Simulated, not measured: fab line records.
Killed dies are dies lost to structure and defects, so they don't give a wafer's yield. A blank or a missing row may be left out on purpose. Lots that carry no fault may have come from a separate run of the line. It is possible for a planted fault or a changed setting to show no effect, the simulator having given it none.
A struck lot beside a sound one || flow gf180mcu || 15 out of 602 route steps
Sound: the wafers L506.3, L506.5, L506.6. Struck: wafers L514.1, L514.5, L514.6. At the end, the cause is stated.
At each step with rows: each side's tool, then ch and its chambers, then its first start. Under that, the readings that differ: sound wafers || struck wafers || difference of the means || sigmas: that difference in standard deviations of wafers without a fault.
alike: same words and numbers on both sides, and readings whose means sit less than 2 such deviations apart. not compared: any withheld reading, any reading some wafer has no value for, any bound like >300 that may hide the same value, and any number with overlapping values for which the record gives no deviation.
Wherever a step has rows on one side only, a row that says differs or no value, or a row with sigmas, the two part there. Numbers that don't overlap but have no deviation are shown without sigmas and don't part them. A reading missing from all wafers of one side parts the sides only when that side holds two or more wafers.

GF_VT_IMPLANT_OVL_MEAS_29:
  sound on overlay-01, day 7 09:01; struck on overlay-02, day 9 09:39
  alike: VT_IMPLANT_02_OVL
following that, these wafers have no rows for 1 step: GF_VT_IMPLANT_IMPLANT_30.
GF_VT_IMPLANT_STRIP_31: strips in O2/N2.
  sound on plasmaAsher-01 ch 0,1, day 7 09:13; struck on plasmaAsher-01 ch 0,1, day 9 09:50
  alike: drypumpMotorCurrentA, heaterPowerW, n2FlowSccm, oesProductAu, stripTimeToEndpointS
  not compared: rfHoursCounterH
GF_VT_IMPLANT_TW_MEAS_32:
  sound on filmMetro-01, day 7 09:19; struck on filmMetro-04, day 9 09:56
{"reading": "VT_IMPLANT_3_TW", "sound": "273.2 273.7 274.1", "struck": "266.8 267.3 267.6", "difference": -6.4, "sigmas": -2}
then, 7 steps without rows for these wafers: GF_VT_IMPLANT_DEHYDRATE_33 (time 60 s); GF_VT_IMPLANT_HMDS_34 (prime time 60 s); GF_VT_IMPLANT_COAT_35 (resist thk 1000 nm); GF_VT_IMPLANT_SOFTBAKE_36 (time 60 s); GF_VT_IMPLANT_EXPOSE_37 (exposes mask Nwell HV AREA, target cd 860 nm); GF_VT_IMPLANT_PEB_38; GF_VT_IMPLANT_DEVELOP_39 (develop time 60 s).
GF_VT_IMPLANT_OVL_MEAS_40:
  sound on overlay-02, day 8 00:13; struck on overlay-01, day 10 03:12
  alike: VT_IMPLANT_03_OVL
GF_VT_IMPLANT_IMPLANT_41:
  sound on implanter-02 ch 0, day 8 00:18; struck on implanter-04 ch 0, day 10 03:14
{"reading": "beamEnergyKeV", "sound": "70.016 70.011 70.009", "struck": "65.805 65.794 65.806", "difference": -4.210, "sigmas": "-99 or more"}
{"reading": "model.implant.rpNm (nm)", "sound": "41.14 41.14 41.14", "struck": "39.18 39.18 39.18", "difference": -1.96, "sigmas": ""}
{"reading": "model.implant.drpNm (nm)", "sound": "18.17 18.17 18.17", "struck": "17.33 17.33 17.33", "difference": -0.84, "sigmas": ""}
GF_VT_IMPLANT_STRIP_42: strips in O2/N2.
  sound on plasmaAsher-01 ch 0,1, day 8 00:26; struck on plasmaAsher-02 ch 0,1, day 10 03:23
  alike: drypumpMotorCurrentA, heaterPowerW, n2FlowSccm, oesProductAu, stripTimeToEndpointS
  not compared: rfHoursCounterH
-- here the record skips 22 days between the struck wafers' starts before and after, leaving off in module VT_IMPLANT and picking up in module PASSIVATION (first step shown: number 602 of the route) --
GF_PASSIVATION_PROBE_99:
  record: rows for the struck wafers here (prober-01, day 31 20:43), none for the sound ones

== WHERE THEY PART ==
First at GF_VT_IMPLANT_TW_MEAS_32; last, within this record, at GF_PASSIVATION_PROBE_99.

WHY: the cause the simulator had injected
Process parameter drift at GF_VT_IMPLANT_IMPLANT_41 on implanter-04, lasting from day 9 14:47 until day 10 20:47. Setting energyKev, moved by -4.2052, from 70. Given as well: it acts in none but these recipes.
